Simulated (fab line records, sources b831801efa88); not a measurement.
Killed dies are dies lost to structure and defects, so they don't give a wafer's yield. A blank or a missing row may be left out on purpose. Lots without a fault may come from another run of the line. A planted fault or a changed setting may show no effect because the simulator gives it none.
A struck lot beside a sound one | flow gf180mcu | 15 steps out of a route of 602
Sound: wafers L322.1, L322.2, L322.5. Struck: wafers L328.2, L328.3, L328.4. The cause comes at the end.
At each step with rows: each side's tool, then ch and its chambers, then its first start. Under that, the readings that differ: sound wafers | struck wafers | difference of the means | sigmas: that difference in standard deviations of wafers without a fault.
alike: readings whose means differ by less than 2 such deviations, and words and numbers that are the same on both sides. not compared: withheld readings, readings that some wafer has no value for, bounds like >300 that may hide the same value, and numbers for which the record gives no deviation and whose values overlap.
The two part at a step that has a row with sigmas, a row that says differs or no value, or rows on one side only. Numbers that don't overlap but have no deviation are shown without sigmas and don't part them. A reading that every wafer of one side lacks parts them only if that side has two wafers or more.

first, 1 step without rows for these wafers: GF_DUAL_GATE_DEVELOP_10 (develop time 60 s).
GF_DUAL_GATE_OVL_MEAS_11:
  sound on overlay-02, day 10 09:59; struck on overlay-02, day 12 09:50
  alike: DUAL_GATE_OVL
then, 1 step without rows for these wafers: GF_DUAL_GATE_WET_ETCH_12 (etches SiO2 in dHF, target depth 13 nm, time 260 s).
GF_DUAL_GATE_STRIP_13: strips in O2/N2.
  sound on plasma_asher-01 ch 0,1, day 10 10:06; struck on plasma_asher-03 ch 0,1, day 12 09:57
  reading                      | sound             | struck            | difference | sigmas
  strip_time_to_endpoint_s (s) | 12.68 12.64 12.66 | 12.57 12.57 12.58 | -0.09      | -2
  alike: drypump_motor_current_A, heater_power_w, oes_product_au
  not compared: rf_hours_counter_h
then, 3 steps without rows for these wafers: GF_DUAL_GATE_CLEAN_14 (cleans in SC1/SC2, time 150 s); GF_DUAL_GATE_OXIDATION_15 (stabilise 600 s, purge 300 s, target thk 7.098 nm); GF_POLY_GATE_CVD_00 (deposits poly-Si, target thk 200 nm, time 1200 s).
GF_POLY_GATE_THK_MEAS_01:
  sound on film_metro-02, day 10 13:08; struck on film_metro-02, day 12 12:59
  alike: POLY_GATE_CVD_00_THK
then, 4 steps without rows for these wafers: GF_POLY_GATE_DEHYDRATE_02 (time 60 s); GF_POLY_GATE_HMDS_03 (prime time 60 s); GF_POLY_GATE_COAT_04; GF_POLY_GATE_COAT_05 (resist thk 700 nm).
GF_POLY_GATE_SOFTBAKE_06: time 60 s.
  sound on litho_track-03 ch 0, day 10 22:00; struck on litho_track-03 ch 0, day 12 22:00
  reading                  | sound                | struck               | difference | sigmas
  heater_power_total_W (W) | 92.91 92.99 92.92    | 92.47 92.35 92.46    | -0.51      | -8
  plate_temp_C (C)         | 129.90 130.02 130.13 | 129.59 129.32 129.41 | -0.58      | -4
then, 1 step without rows for these wafers: GF_POLY_GATE_EXPOSE_07 (exposes mask Poly2, target cd 280 nm).
GF_PASSIVATION_PROBE_99:
  the record has rows for the sound wafers here (prober-01, day 31 05:54) and none for the struck ones

WHERE THEY PART
First at GF_DUAL_GATE_STRIP_13; last, within this record, at GF_PASSIVATION_PROBE_99.

WHY: what the simulator had put in
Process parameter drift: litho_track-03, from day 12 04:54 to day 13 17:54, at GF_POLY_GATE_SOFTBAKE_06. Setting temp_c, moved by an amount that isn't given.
